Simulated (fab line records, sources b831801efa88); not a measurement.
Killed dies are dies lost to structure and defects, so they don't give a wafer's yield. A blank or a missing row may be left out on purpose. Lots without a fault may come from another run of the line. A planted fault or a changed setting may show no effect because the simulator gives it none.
fab line records | flow sky130
record lots=5 wafers=15 last_day=48
route steps=708 shown PWDE@52 NWELL@56 VT_ADJUST_HVTP@85
lots that met no fault: from a run of the same line without faults
start_h: hours from the record's first day to the start of the lot's first wafer shown | wait_h: hours since the lot's step before | " the same as in the row above | L1.1+2: a row that stands for several wafers | - no value, or no start given | * or withheld: withheld | < > ~ a bound
route shown NAME@n: a module of which the file shows steps, and the number in the route of the first | usual: mean/standard deviation of fault-free wafers | same: alike in all rows | chamber/n: place in a boat | sites: the reading at each site | _std_site: their standard deviation | _edge_site: outer sites' mean less inner sites' | radius_mm: how far each site lies from the wafer's centre | mask NAME#n: copy n | behind: the tool/chamber that last shaped the wafer | hold: why the lot was held/for how many hours/how that ended | device: the transistor (n, p or np) that didn't switch | end of line: the same wafers' tests at the end of the route | a step without rows: its recipe alone | killed: dies lost to structure and defects at the first sort, not the wafer's yield | map: a wafer's dies, x killed, . not, _ none there
set.NAME: the setting as run; set.NAME@STEP: as run at that earlier step | model.NAME: the simulator's own value behind a step, which no gauge read
lots at some steps of the route; a table a step, a row a wafer
services: from which hour (start_h, from the record's first day; less than 0 if before it) a tool's chamber was out of use, for how many hours, and why
## steps
# step SKY_PWDE_OVL_MEAS_07
# usual PWDE_OVL=-0.9/1.5
# columns lot.wafer tool chamber start_h wait_h PWDE_OVL[nm]
L076.2 overlay-01 - 82.03 - -1.5
L076.5 " - " " -0.8
L076.6 " - " " -0.7
L078.2 overlay-01 - 95.17 - 1.3
L078.5 " - " " -0.3
L078.6 " - " " 0.5
L081.1 overlay-01 - 106.80 - -0.3
L081.4 " - " " 1.1
L081.5 " - " " 0.4
L083.4 overlay-02 - 118.38 - -1.8
L083.5 " - " " -3.4
L083.6 " - " " -1.5
L085.1 overlay-02 - 129.05 - 0.9
L085.3 " - " " -2.5
L085.4 " - " " -0.2
# step SKY_PWDE_IMPLANT_08
# recipe species=B energy_kev=150 dose_cm2=3.6e+12 tilt_deg=withheld
# usual dose_ions_cm2=3.6e+12/3.7e+09 end_station_pressure_torr=4.98e-06/3e-07
# columns lot.wafer tool chamber start_h wait_h dose_ions_cm2 end_station_pressure_torr
L076.2 implanter-03 0 82.08 0.0 3.594e+12 4.59e-06
L076.5 " 0 " " 3.595e+12 5.34e-06
L076.6 " 0 " " 3.598e+12 4.89e-06
L078.2 implanter-02 0 95.23 0.0 3.599e+12 4.4e-06
L078.5 " 0 " " 3.609e+12 5.49e-06
L078.6 " 0 " " 3.602e+12 5.27e-06
L081.1 implanter-02 0 106.84 0.0 3.599e+12 4.58e-06
L081.4 " 0 " " 3.598e+12 5.38e-06
L081.5 " 0 " " 3.598e+12 4.72e-06
L083.4 implanter-02 0 118.48 0.1 3.596e+12 4.46e-06
L083.5 " 0 " " 3.6e+12 5.53e-06
L083.6 " 0 " " 3.602e+12 5.2e-06
L085.1 implanter-04 0 129.09 0.0 3.589e+12 5.09e-06
L085.3 " 0 " " 3.596e+12 4.99e-06
L085.4 " 0 " " 3.597e+12 4.84e-06
# step SKY_PWDE_STRIP_09
# recipe chemistry=O2/N2 power_w=1400 pressure_mtorr=1500 platen_temp_c=withheld o2_flow_sccm=3000 n2_flow_sccm=300 overash_fraction=0.5
# usual drypump_motor_current_A=5.66/0.28 oes_product_au=0.723/0.0042 strip_time_to_endpoint_s=36.91/0.098
# columns lot.wafer tool chamber start_h wait_h drypump_motor_current_A oes_product_au rf_hours_counter_h strip_time_to_endpoint_s
L076.2 plasma_asher-03 0 82.21 0.1 5.99 0.721 41 36.85
L076.5 " 0 " " 6.00 0.718 - 36.90
L076.6 " 1 " " 5.83 0.725 - 36.73
L078.2 plasma_asher-02 1 95.35 0.1 5.73 0.731 44 36.80
L078.5 " 0 " " 5.57 0.724 - 36.90
L078.6 " 1 " " 5.74 0.722 - 37.01
L081.1 plasma_asher-03 1 106.99 0.1 5.87 0.723 43 36.99
L081.4 " 0 " " 5.98 0.725 - 37.02
L081.5 " 0 " " 6.00 0.718 - 36.98
L083.4 plasma_asher-03 1 118.58 0.1 5.87 0.719 - 36.82
L083.5 " 0 " " 5.96 0.724 - 36.86
L083.6 " 1 " " 5.85 0.724 - 36.87
L085.1 plasma_asher-03 0 129.24 0.1 5.99 0.724 46 36.94
L085.3 " 0 " " 5.99 0.724 - 36.97
L085.4 " 1 " " 5.87 0.719 - 37.02
# step SKY_PWDE_TW_MEAS_10
# usual PWDE_TW=372.6/2.6
# columns lot.wafer tool chamber start_h wait_h PWDE_TW
L076.2 film_metro-02 - 82.32 0.1 373.8
L076.5 " - " " 373.9
L076.6 " - " " 373.1
L078.2 film_metro-02 - 95.46 0.1 374.8
L078.5 " - " " 373.9
L078.6 " - " " 376.7
L081.1 film_metro-02 - 107.09 0.1 374.5
L081.4 " - " " 374.3
L081.5 " - " " 374.5
L083.4 film_metro-02 - 118.68 0.1 374.4
L083.5 " - " " 373.4
L083.6 " - " " 374.5
L085.1 film_metro-04 - 129.34 0.1 372.6
L085.3 " - " " 373.3
L085.4 " - " " 374.5
# step SKY_NWELL_DEHYDRATE_03
# recipe temp_c=200 time_s=60
# columns lot.wafer tool chamber start_h wait_h
L076.2+5+6 litho_track-02 0 89.79 7.5
L078.2+5+6 litho_track-01 0 103.20 7.7
L081.1+4+5 litho_track-03 0 115.72 8.6
L083.4+5+6 litho_track-03 0 127.40 8.7
L085.1+3+4 litho_track-03 0 138.57 9.2
# step SKY_NWELL_HMDS_04
# recipe prime_time_s=60 prime_temp_c=120
# columns lot.wafer tool chamber start_h wait_h
L076.2+5+6 litho_track-02 0 89.94 0.1
L078.2+5+6 litho_track-01 0 103.35 0.1
L081.1+4+5 litho_track-03 0 115.87 0.1
L083.4+5+6 litho_track-03 0 127.55 0.1
L085.1+3+4 litho_track-03 0 138.72 0.1
# step SKY_NWELL_COAT_05
# recipe spin_rpm=2000 resist_thk_nm=3000
# columns lot.wafer tool chamber start_h wait_h
L076.2+5+6 litho_track-02 0 90.09 0.1
L078.2+5+6 litho_track-01 0 103.50 0.1
L081.1+4+5 litho_track-03 0 116.02 0.1
L083.4+5+6 litho_track-03 0 127.70 0.1
L085.1+3+4 litho_track-03 0 138.87 0.1
# step SKY_NWELL_SOFTBAKE_06
# recipe temp_c=110 time_s=withheld
# columns lot.wafer tool chamber start_h wait_h
L076.2+5+6 litho_track-02 0 90.25 0.1
L078.2+5+6 litho_track-01 0 103.65 0.1
L081.1+4+5 litho_track-03 0 116.17 0.1
L083.4+5+6 litho_track-03 0 127.87 0.1
L085.1+3+4 litho_track-03 0 139.02 0.1
# step SKY_NWELL_EXPOSE_07
# recipe mask_id=NWM na=0.6 source_shape=conventional sigma_outer=0.6 polarization=unpolarized target_cd_nm=840 dose_mj=255
# columns lot.wafer tool chamber start_h wait_h mask
L076.2+5+6 iline_stepper-02 0 - - NWM#0
L078.2+5+6 iline_stepper-01 0 - - NWM#0
L081.1+4+5 iline_stepper-02 0 - - NWM#0
L083.4+5+6 iline_stepper-02 0 - - NWM#0
L085.1+3+4 iline_stepper-02 0 - - NWM#0
# step SKY_NWELL_PEB_08
# recipe temp_c=115 time_s=withheld
# columns lot.wafer tool chamber start_h wait_h
L076.2+5+6 litho_track-01 0 - -
L078.2+5+6 litho_track-01 0 - -
L081.1+4+5 litho_track-03 0 - -
L083.4+5+6 litho_track-01 0 - -
L085.1+3+4 litho_track-01 0 - -
# step SKY_NWELL_DEVELOP_09
# recipe wall_angle_deg=90 developer=TMAH develop_time_s=60 dev_temp_c=23
# usual developer_temp_C=23.02/0.098
# columns lot.wafer tool chamber start_h wait_h developer_temp_C
L076.2 litho_track-01 0 - - 23.21
L076.5 " 0 " " 23.22
L076.6 " 0 " " 23.12
L078.2 litho_track-01 0 - - 23.16
L078.5 " 0 " " 23.04
L078.6 " 0 " " 23.09
L081.1 litho_track-03 0 - - 23.03
L081.4 " 0 " " 23.00
L081.5 " 0 " " 23.03
L083.4 litho_track-01 0 - - 22.92
L083.5 " 0 " " 22.84
L083.6 " 0 " " 22.91
L085.1 litho_track-01 0 - - 23.06
L085.3 " 0 " " 23.07
L085.4 " 0 " " 23.01
# step SKY_NWELL_OVL_MEAS_10
# usual NWELL_00_OVL=-0.4/1.3
# columns lot.wafer tool chamber start_h wait_h NWELL_00_OVL[nm]
L076.2 overlay-02 - 99.13 - 0.0
L076.5 " - " " 0.2
L076.6 " - " " -1.0
L078.2 overlay-02 - 113.48 - -0.6
L078.5 " - " " 0.0
L078.6 " - " " -1.4
L081.1 overlay-02 - 125.12 - 0.9
L081.4 " - " " 0.7
L081.5 " - " " 1.8
L083.4 overlay-02 - 137.69 - 1.6
L083.5 " - " " 0.5
L083.6 " - " " 2.4
L085.1 overlay-01 - 148.92 - 0.0
L085.3 " - " " -0.7
L085.4 " - " " 0.5
# step SKY_NWELL_IMPLANT_11
# recipe species=P energy_kev=400 dose_cm2=1.9e+13 tilt_deg=withheld
# usual dose_ions_cm2=1.9001e+13/2e+10 end_station_pressure_torr=5.05e-06/2.7e-07
# columns lot.wafer tool chamber start_h wait_h dose_ions_cm2 end_station_pressure_torr
L076.2 implanter-01 0 99.18 0.0 1.8994e+13 5.28e-06
L076.5 " 0 " " 1.8993e+13 5.01e-06
L076.6 " 0 " " 1.9e+13 5e-06
L078.2 implanter-02 0 113.53 0.0 1.8973e+13 5.43e-06
L078.5 " 0 " " 1.8997e+13 5.07e-06
L078.6 " 0 " " 1.8995e+13 5.02e-06
L081.1 implanter-01 0 125.16 0.0 1.9004e+13 5.21e-06
L081.4 " 0 " " 1.8992e+13 4.9e-06
L081.5 " 0 " " 1.9022e+13 5.3e-06
L083.4 implanter-04 0 137.78 0.1 1.9004e+13 5.33e-06
L083.5 " 0 " " 1.898e+13 5.18e-06
L083.6 " 0 " " 1.8994e+13 5.3e-06
L085.1 implanter-02 0 148.96 0.0 1.8975e+13 5.13e-06
L085.3 " 0 " " 1.8967e+13 5.06e-06
L085.4 " 0 " " 1.8985e+13 4.5e-06
# step SKY_NWELL_IMPLANT_12
# recipe species=P energy_kev=120 dose_cm2=1.3e+12 tilt_deg=withheld
# usual dose_ions_cm2=1.3001e+12/1.4e+09 end_station_pressure_torr=5.01e-06/2.7e-07
# columns lot.wafer tool chamber start_h wait_h dose_ions_cm2 end_station_pressure_torr
L076.2 implanter-01 0 99.33 0.1 1.3041e+12 5.18e-06
L076.5 " 0 " " 1.3013e+12 5.17e-06
L076.6 " 0 " " 1.3022e+12 4.69e-06
L078.2 implanter-02 0 113.68 0.1 1.2997e+12 5.16e-06
L078.5 " 0 " " 1.301e+12 4.98e-06
L078.6 " 0 " " 1.3025e+12 4.95e-06
L081.1 implanter-01 0 125.31 0.1 1.3008e+12 5.18e-06
L081.4 " 0 " " 1.301e+12 5.16e-06
L081.5 " 0 " " 1.3003e+12 5.61e-06
L083.4 implanter-04 0 137.93 0.1 1.2985e+12 4.83e-06
L083.5 " 0 " " 1.2997e+12 5.43e-06
L083.6 " 0 " " 1.2999e+12 5.3e-06
L085.1 implanter-02 0 149.11 0.1 1.2997e+12 5.2e-06
L085.3 " 0 " " 1.2994e+12 5.11e-06
L085.4 " 0 " " 1.3009e+12 4.86e-06
# step SKY_NWELL_IMPLANT_13
# recipe species=P energy_kev=50 dose_cm2=7e+11 tilt_deg=withheld
# usual dose_ions_cm2=7e+11/8.5e+08 end_station_pressure_torr=5e-06/2.6e-07
# columns lot.wafer tool chamber start_h wait_h dose_ions_cm2 end_station_pressure_torr
L076.2 implanter-01 0 99.48 0.1 6.992e+11 4.74e-06
L076.5 " 0 " " 7.007e+11 4.84e-06
L076.6 " 0 " " 7.008e+11 4.85e-06
L078.2 implanter-02 0 113.83 0.1 6.997e+11 5.34e-06
L078.5 " 0 " " 7e+11 5.24e-06
L078.6 " 0 " " 6.999e+11 5.19e-06
L081.1 implanter-01 0 125.46 0.1 7.01e+11 4.99e-06
L081.4 " 0 " " 7.01e+11 4.82e-06
L081.5 " 0 " " 7.01e+11 4.9e-06
L083.4 implanter-04 0 138.08 0.1 6.992e+11 4.68e-06
L083.5 " 0 " " 7e+11 4.53e-06
L083.6 " 0 " " 6.995e+11 4.67e-06
L085.1 implanter-02 0 149.26 0.1 7.02e+11 5.58e-06
L085.3 " 0 " " 7.003e+11 4.84e-06
L085.4 " 0 " " 7.02e+11 4.81e-06
# step SKY_NWELL_STRIP_14
# recipe chemistry=O2/N2 power_w=1400 pressure_mtorr=1500 platen_temp_c=withheld o2_flow_sccm=3000 n2_flow_sccm=300 overash_fraction=0.5
# usual drypump_motor_current_A=5.6/0.39 oes_product_au=0.722/0.0049 strip_time_to_endpoint_s=36.88/0.11
# columns lot.wafer tool chamber start_h wait_h drypump_motor_current_A oes_product_au rf_hours_counter_h strip_time_to_endpoint_s
L076.2 plasma_asher-02 1 99.61 0.1 5.8 0.721 45 36.75
L076.5 " 0 " " 5.5 0.723 - 36.80
L076.6 " 1 " " 5.8 0.723 - 36.68
L078.2 plasma_asher-03 0 113.96 0.1 6.0 0.725 44 36.72
L078.5 " 0 " " 6.0 0.724 - 36.90
L078.6 " 1 " " 5.9 0.718 - 36.91
L081.1 plasma_asher-01 0 125.61 0.1 4.8 0.723 47 36.88
L081.4 " 0 " " 4.8 0.724 - 36.75
L081.5 " 1 " " 5.4 0.728 - 36.70
L083.4 plasma_asher-01 0 138.19 0.1 4.8 0.722 - 36.96
L083.5 " 0 " " 4.8 0.728 - 36.90
L083.6 " 1 " " 5.4 0.718 - 36.93
L085.1 plasma_asher-02 1 149.41 0.1 5.7 0.717 3 37.00
L085.3 " 0 " " 5.6 0.724 - 36.99
L085.4 " 1 " " 5.8 0.718 - 37.12
# step SKY_NWELL_TW_MEAS_15
# usual NWELL_TW=1806/18
# columns lot.wafer tool chamber start_h wait_h NWELL_TW
L076.2 film_metro-02 - 99.72 0.1 1836
L076.5 " - " " 1833
L076.6 " - " " 1824
L078.2 film_metro-01 - 114.07 0.1 1795
L078.5 " - " " 1796
L078.6 " - " " 1796
L081.1 film_metro-01 - 125.71 0.1 1798
L081.4 " - " " 1793
L081.5 " - " " 1802
L083.4 film_metro-02 - 138.29 0.1 1823
L083.5 " - " " 1831
L083.6 " - " " 1820
L085.1 film_metro-02 - 149.51 0.1 1829
L085.3 " - " " 1824
L085.4 " - " " 1824
# step SKY_NWELL_DEHYDRATE_16
# recipe temp_c=200 time_s=60
# columns lot.wafer tool chamber start_h wait_h
L076.2+5+6 litho_track-01 0 107.75 8.0
L078.2+5+6 litho_track-02 0 122.24 8.2
L081.1+4+5 litho_track-03 0 134.67 9.0
L083.4+5+6 litho_track-02 0 146.99 8.7
L085.1+3+4 litho_track-01 0 159.32 9.8
# step SKY_NWELL_HMDS_17
# recipe prime_time_s=60 prime_temp_c=120
# columns lot.wafer tool chamber start_h wait_h
L076.2+5+6 litho_track-01 0 107.90 0.1
L078.2+5+6 litho_track-02 0 122.39 0.1
L081.1+4+5 litho_track-03 0 134.82 0.1
L083.4+5+6 litho_track-02 0 147.14 0.1
L085.1+3+4 litho_track-01 0 159.47 0.1
# step SKY_NWELL_COAT_18
# recipe spin_rpm=2000 resist_thk_nm=3000
# columns lot.wafer tool chamber start_h wait_h
L076.2+5+6 litho_track-01 0 108.05 0.1
L078.2+5+6 litho_track-02 0 122.54 0.1
L081.1+4+5 litho_track-03 0 134.97 0.1
L083.4+5+6 litho_track-02 0 147.29 0.1
L085.1+3+4 litho_track-01 0 159.62 0.1
# step SKY_NWELL_SOFTBAKE_19
# recipe temp_c=110 time_s=withheld
# columns lot.wafer tool chamber start_h wait_h
L076.2+5+6 litho_track-01 0 108.20 0.1
L078.2+5+6 litho_track-02 0 122.70 0.1
L081.1+4+5 litho_track-03 0 135.12 0.1
L083.4+5+6 litho_track-02 0 147.46 0.1
L085.1+3+4 litho_track-01 0 159.77 0.1
# step SKY_NWELL_EXPOSE_20
# recipe mask_id=NWM_COMPLEMENT na=0.6 source_shape=conventional sigma_outer=0.6 polarization=unpolarized target_cd_nm=840 dose_mj=260
# columns lot.wafer tool chamber start_h wait_h mask
L076.2+5+6 iline_stepper-01 0 - - NWM_COMPLEMENT#0
L078.2+5+6 iline_stepper-01 0 - - NWM_COMPLEMENT#0
L081.1+4+5 iline_stepper-02 0 - - NWM_COMPLEMENT#0
L083.4+5+6 iline_stepper-01 0 - - NWM_COMPLEMENT#0
L085.1+3+4 iline_stepper-01 0 - - NWM_COMPLEMENT#0
# step SKY_NWELL_PEB_21
# recipe temp_c=115 time_s=withheld
# columns lot.wafer tool chamber start_h wait_h
L076.2+5+6 litho_track-01 0 - -
L078.2+5+6 litho_track-02 0 - -
L081.1+4+5 litho_track-03 0 - -
L083.4+5+6 litho_track-01 0 - -
L085.1+3+4 litho_track-02 0 - -
# step SKY_NWELL_DEVELOP_22
# recipe wall_angle_deg=90 developer=TMAH develop_time_s=60 dev_temp_c=23
# usual developer_temp_C=23.01/0.099
# columns lot.wafer tool chamber start_h wait_h developer_temp_C
L076.2 litho_track-01 0 - - 22.97
L076.5 " 0 " " 23.04
L076.6 " 0 " " 22.87
L078.2 litho_track-02 0 - - 23.02
L078.5 " 0 " " 23.09
L078.6 " 0 " " 23.09
L081.1 litho_track-03 0 - - 23.17
L081.4 " 0 " " 23.14
L081.5 " 0 " " 23.12
L083.4 litho_track-01 0 - - 22.84
L083.5 " 0 " " 23.07
L083.6 " 0 " " 22.96
L085.1 litho_track-02 0 - - 22.85
L085.3 " 0 " " 23.09
L085.4 " 0 " " 23.10
# step SKY_NWELL_OVL_MEAS_23
# usual NWELL_01_OVL=0.3/1.7
# columns lot.wafer tool chamber start_h wait_h NWELL_01_OVL[nm]
L076.2 overlay-01 - 117.68 - 1.1
L076.5 " - " " 0.1
L076.6 " - " " 0.3
L078.2 overlay-01 - 132.02 - -0.5
L078.5 " - " " -1.3
L078.6 " - " " -1.2
L081.1 overlay-02 - 144.57 - 3.3
L081.4 " - " " 1.2
L081.5 " - " " 1.2
L083.4 overlay-01 - 157.54 - -2.4
L083.5 " - " " -3.2
L083.6 " - " " -3.7
L085.1 overlay-01 - 170.11 - -1.9
L085.3 " - " " -2.2
L085.4 " - " " -2.0
# step SKY_NWELL_IMPLANT_24
# recipe species=B energy_kev=140 dose_cm2=9.2e+12 tilt_deg=withheld
# usual dose_ions_cm2=9.201e+12/8.5e+09 end_station_pressure_torr=5.04e-06/2.7e-07
# columns lot.wafer tool chamber start_h wait_h dose_ions_cm2 end_station_pressure_torr
L076.2 implanter-02 0 117.73 0.0 9.194e+12 5.13e-06
L076.5 " 0 " " 9.206e+12 5.19e-06
L076.6 " 0 " " 9.194e+12 5.54e-06
L078.2 implanter-04 0 132.08 0.0 9.224e+12 5.22e-06
L078.5 " 0 " " 9.197e+12 4.77e-06
L078.6 " 0 " " 9.201e+12 5e-06
L081.1 implanter-04 0 144.61 0.0 9.191e+12 4.8e-06
L081.4 " 0 " " 9.2e+12 4.84e-06
L081.5 " 0 " " 9.205e+12 5.29e-06
L083.4 implanter-02 0 157.63 0.1 9.204e+12 4.73e-06
L083.5 " 0 " " 9.205e+12 4.99e-06
L083.6 " 0 " " 9.205e+12 5.45e-06
L085.1 implanter-01 0 170.15 0.0 9.205e+12 4.85e-06
L085.3 " 0 " " 9.2e+12 4.96e-06
L085.4 " 0 " " 9.192e+12 4.59e-06
# step SKY_NWELL_STRIP_25
# recipe chemistry=O2/N2 power_w=1400 pressure_mtorr=1500 platen_temp_c=withheld o2_flow_sccm=3000 n2_flow_sccm=300 overash_fraction=0.5
# usual drypump_motor_current_A=5.7/0.32 oes_product_au=0.722/0.0049 strip_time_to_endpoint_s=36.89/0.1
# columns lot.wafer tool chamber start_h wait_h drypump_motor_current_A oes_product_au rf_hours_counter_h strip_time_to_endpoint_s
L076.2 plasma_asher-02 0 117.86 0.1 5.6 0.718 0 36.94
L076.5 " 0 " " 5.6 0.717 - 36.97
L076.6 " 1 " " 5.7 0.721 - 36.98
L078.2 plasma_asher-03 0 132.20 0.1 6.0 0.722 46 36.81
L078.5 " 1 " " 5.8 0.718 - 36.87
L078.6 " 0 " " 6.0 0.721 - 36.85
L081.1 plasma_asher-02 0 144.76 0.1 5.5 0.720 3 36.78
L081.4 " 0 " " 5.5 0.730 - 36.83
L081.5 " 0 " " 5.6 0.720 - 36.93
L083.4 plasma_asher-02 1 157.74 0.1 5.8 0.727 - 36.81
L083.5 " 1 " " 5.7 0.712 - 37.01
L083.6 " 0 " " 5.5 0.733 - 36.88
L085.1 plasma_asher-01 0 170.30 0.1 4.8 0.721 51 37.05
L085.3 " 0 " " 4.8 0.719 - 36.96
L085.4 " 1 " " 5.4 0.725 - 37.02
# step SKY_NWELL_TW_MEAS_26
# usual NWELL_2_TW=493/5.1
# columns lot.wafer tool chamber start_h wait_h NWELL_2_TW
L076.2 film_metro-02 - 117.97 0.1 498
L076.5 " - " " 498
L076.6 " - " " 498
L078.2 film_metro-04 - 132.31 0.1 495
L078.5 " - " " 492
L078.6 " - " " 494
L081.1 film_metro-01 - 144.86 0.1 487
L081.4 " - " " 489
L081.5 " - " " 490
L083.4 film_metro-01 - 157.84 0.1 491
L083.5 " - " " 492
L083.6 " - " " 491
L085.1 film_metro-04 - 170.40 0.1 495
L085.3 " - " " 492
L085.4 " - " " 492
# step SKY_NWELL_CLEAN_27
# recipe chemistry=SC1/SC2 mix=1:4:20 temp_c=70 time_s=150 dry=n2_spin
# columns lot.wafer tool chamber start_h wait_h
L076.2+5+6 wet_bench-02 2 118.02 0.0
L078.2+5+6 wet_bench-01 2 132.36 0.0
L081.1+4+5 wet_bench-02 2 144.92 0.1
L083.4+5+6 wet_bench-03 0 157.87 0.0
L085.1+3+4 wet_bench-03 3 170.46 0.1
# step SKY_NWELL_RTA_28
# recipe temp_c=1050 time_s=30 idle_temp_c=650 ramp_up_c_per_s=150 ramp_down_c_per_s=90 ambient=N2
# usual lamp_power_pct=25.31/0.059 wafer_temp_C_max=1054.7/0.95
# columns lot.wafer tool chamber start_h wait_h lamp_power_pct wafer_temp_C_max
L076.2 rtp_anneal-02 0 118.09 0.0 25.29 1055.3
L076.5 " 0 " " 25.26 1054.3
L076.6 " 0 " " 25.26 1054.2
L078.2 rtp_anneal-02 0 132.43 0.0 25.32 1053.4
L078.5 " 0 " " 25.17 1055.1
L078.6 " 0 " " 25.18 1053.4
L081.1 rtp_anneal-01 0 144.97 0.0 25.32 1055.3
L081.4 " 0 " " 25.38 1057.7
L081.5 " 0 " " 25.37 1054.9
L083.4 rtp_anneal-02 0 157.97 0.1 25.25 1053.5
L083.5 " 0 " " 25.26 1055.6
L083.6 " 0 " " 25.23 1054.5
L085.1 rtp_anneal-02 0 170.51 0.0 25.34 1053.8
L085.3 " 0 " " 25.28 1054.4
L085.4 " 0 " " 25.27 1054.1
# step SKY_NWELL_RS_MEAS_29
# recipe thk_meas_gauge=four-point-probe
# usual NWELL_RS=624.5/1.8
# columns lot.wafer tool chamber start_h wait_h NWELL_RS[ohm/sq]
L076.2 film_metro-04 - 118.19 0.1 623.9
L076.5 " - " " 622.4
L076.6 " - " " 621.2
L078.2 film_metro-02 - 132.53 0.1 620.6
L078.5 " - " " 622.7
L078.6 " - " " 622.4
L081.1 film_metro-01 - 145.07 0.1 626.0
L081.4 " - " " 625.3
L081.5 " - " " 624.0
L083.4 film_metro-04 - 158.08 0.1 620.8
L083.5 " - " " 623.3
L083.6 " - " " 621.5
L085.1 film_metro-02 - 170.61 0.1 623.0
L085.3 " - " " 623.5
L085.4 " - " " 622.9
# step SKY_NWELL_RS_MEAS_31
# recipe thk_meas_gauge=four-point-probe
# usual PWDE_RS=5270/22
# columns lot.wafer tool chamber start_h wait_h PWDE_RS[ohm/sq]
L076.2 film_metro-04 - 118.43 0.1 5298
L076.5 " - " " 5275
L076.6 " - " " 5285
L078.2 film_metro-02 - 132.77 0.1 5241
L078.5 " - " " 5223
L078.6 " - " " 5227
L081.1 film_metro-01 - 145.31 0.1 5268
L081.4 " - " " 5305
L081.5 " - " " 5302
L083.4 film_metro-04 - 158.32 0.1 5278
L083.5 " - " " 5290
L083.6 " - " " 5270
L085.1 film_metro-02 - 170.85 0.1 5224
L085.3 " - " " 5236
L085.4 " - " " 5252
# step SKY_VT_ADJUST_HVTP_DEHYDRATE_00
# recipe temp_c=200 time_s=60
# columns lot.wafer tool chamber start_h wait_h
L076.2+5+6 litho_track-03 0 126.75 8.3
L078.2+5+6 litho_track-01 0 141.60 8.8
L081.1+4+5 litho_track-01 0 154.62 9.3
L083.4+5+6 litho_track-01 0 167.34 9.0
L085.1+3+4 litho_track-03 0 180.67 9.8
# step SKY_VT_ADJUST_HVTP_HMDS_01
# recipe prime_time_s=60 prime_temp_c=120
# columns lot.wafer tool chamber start_h wait_h
L076.2+5+6 litho_track-03 0 126.90 0.1
L078.2+5+6 litho_track-01 0 141.75 0.1
L081.1+4+5 litho_track-01 0 154.77 0.1
L083.4+5+6 litho_track-01 0 167.49 0.1
L085.1+3+4 litho_track-03 0 180.82 0.1
# step SKY_VT_ADJUST_HVTP_COAT_02
# recipe resist=NOVOLAK spin_rpm=3000 resist_thk_nm=1140
# columns lot.wafer tool chamber start_h wait_h
L076.2+5+6 litho_track-03 0 127.05 0.1
L078.2+5+6 litho_track-01 0 141.90 0.1
L081.1+4+5 litho_track-01 0 154.92 0.1
L083.4+5+6 litho_track-01 0 167.64 0.1
L085.1+3+4 litho_track-03 0 180.97 0.1
# step SKY_VT_ADJUST_HVTP_SOFTBAKE_03
# recipe temp_c=90 time_s=60 resist=NOVOLAK
# columns lot.wafer tool chamber start_h wait_h
L076.2+5+6 litho_track-03 0 127.20 0.1
L078.2+5+6 litho_track-01 0 142.05 0.1
L081.1+4+5 litho_track-01 0 155.07 0.1
L083.4+5+6 litho_track-01 0 167.79 0.1
L085.1+3+4 litho_track-03 0 181.12 0.1
# step SKY_VT_ADJUST_HVTP_EXPOSE_04
# recipe mask_id=HVTPM na=0.6 source_shape=conventional sigma_outer=0.6 polarization=unpolarized target_cd_nm=380 dose_mj=140
# columns lot.wafer tool chamber start_h wait_h mask
L076.2+5+6 iline_stepper-01 0 - - HVTPM#0
L078.2+5+6 iline_stepper-02 0 - - HVTPM#0
L081.1+4+5 iline_stepper-02 0 - - HVTPM#0
L083.4+5+6 iline_stepper-01 0 - - HVTPM#0
L085.1+3+4 iline_stepper-02 0 - - HVTPM#0
# step SKY_VT_ADJUST_HVTP_PEB_05
# recipe temp_c=withheld time_s=* resist=NOVOLAK
# columns lot.wafer tool chamber start_h wait_h
L076.2+5+6 litho_track-03 0 - -
L078.2+5+6 litho_track-03 0 - -
L081.1+4+5 litho_track-04 0 - -
L083.4+5+6 litho_track-04 0 - -
L085.1+3+4 litho_track-01 0 - -
# step SKY_VT_ADJUST_HVTP_DEVELOP_06
# recipe resist=NOVOLAK developer=TMAH develop_time_s=60 dev_temp_c=23
# usual developer_temp_C=22.98/0.095
# columns lot.wafer tool chamber start_h wait_h developer_temp_C
L076.2 litho_track-03 0 136.75 0.1 23.02
L076.5 " 0 " " 23.02
L076.6 " 0 " " 23.09
L078.2 litho_track-03 0 151.85 0.1 22.87
L078.5 " 0 " " 22.98
L078.6 " 0 " " 22.85
L081.1 litho_track-04 0 164.30 0.1 22.92
L081.4 " 0 " " 23.04
L081.5 " 0 " " 23.10
L083.4 litho_track-04 0 177.98 0.1 22.96
L083.5 " 0 " " 22.87
L083.6 " 0 " " 22.94
L085.1 litho_track-01 0 191.17 0.1 22.87
L085.3 " 0 " " 22.88
L085.4 " 0 " " 22.79
# step SKY_VT_ADJUST_HVTP_CD_MEAS_07
# recipe target_cd_nm=380
# usual cd_nm=380.1/2.3
# columns lot.wafer tool chamber start_h wait_h cd_nm
L076.2 cd_sem-02 - 136.89 0.1 382.1
L076.5 " - " " 383.1
L076.6 " - " " 380.2
L078.2 cd_sem-01 - 151.99 0.1 381.0
L078.5 " - " " 380.5
L078.6 " - " " 380.4
L081.1 cd_sem-01 - 164.45 0.1 378.6
L081.4 " - " " 377.4
L081.5 " - " " 379.1
L083.4 cd_sem-02 - 178.11 0.1 377.5
L083.5 " - " " 376.2
L083.6 " - " " 378.1
L085.1 cd_sem-02 - 191.32 0.1 386.0
L085.3 " - " " 383.6
L085.4 " - " " 384.8
# step SKY_VT_ADJUST_HVTP_OVL_MEAS_08
# usual VT_ADJUST_HVTP_OVL=-1.8/1.5
# columns lot.wafer tool chamber start_h wait_h VT_ADJUST_HVTP_OVL[nm]
L076.2 overlay-01 - 137.00 0.1 -3.0
L076.5 " - " " -0.5
L076.6 " - " " -3.0
L078.2 overlay-02 - 152.10 0.1 -1.7
L078.5 " - " " -2.5
L078.6 " - " " -2.9
L081.1 overlay-01 - 164.57 0.1 -0.8
L081.4 " - " " -1.5
L081.5 " - " " -1.4
L083.4 overlay-02 - 178.19 0.1 -1.9
L083.5 " - " " -2.8
L083.6 " - " " -1.6
L085.1 overlay-02 - 191.44 0.1 1.0
L085.3 " - " " -1.4
L085.4 " - " " 0.2
## services
# columns tool chamber start_h hours kind
implanter-02 - 62.91 1.8 repair
implanter-04 - 69.50 2.5 repair
implanter-02 - 73.32 2.3 repair
implanter-04 - 79.67 3.9 pm
iline_stepper-01 - 90.06 1.7 pm
implanter-01 - 92.39 2.6 repair
plasma_asher-02 - 100.24 1.0 repair
plasma_asher-02 - 108.75 9.0 pm
plasma_asher-02 0 108.75 9.0 vent_cycle
plasma_asher-02 1 108.75 9.0 vent_cycle
plasma_asher-02 0 117.75 - clean
plasma_asher-02 1 117.75 - clean
implanter-01 - 118.58 1.8 repair
implanter-02 - 122.89 2.3 pm
implanter-01 - 131.04 5.2 repair
implanter-02 - 133.29 3.7 repair
iline_stepper-01 - 141.35 2.3 repair
iline_stepper-02 - 156.68 1.7 pm
## key
fault none
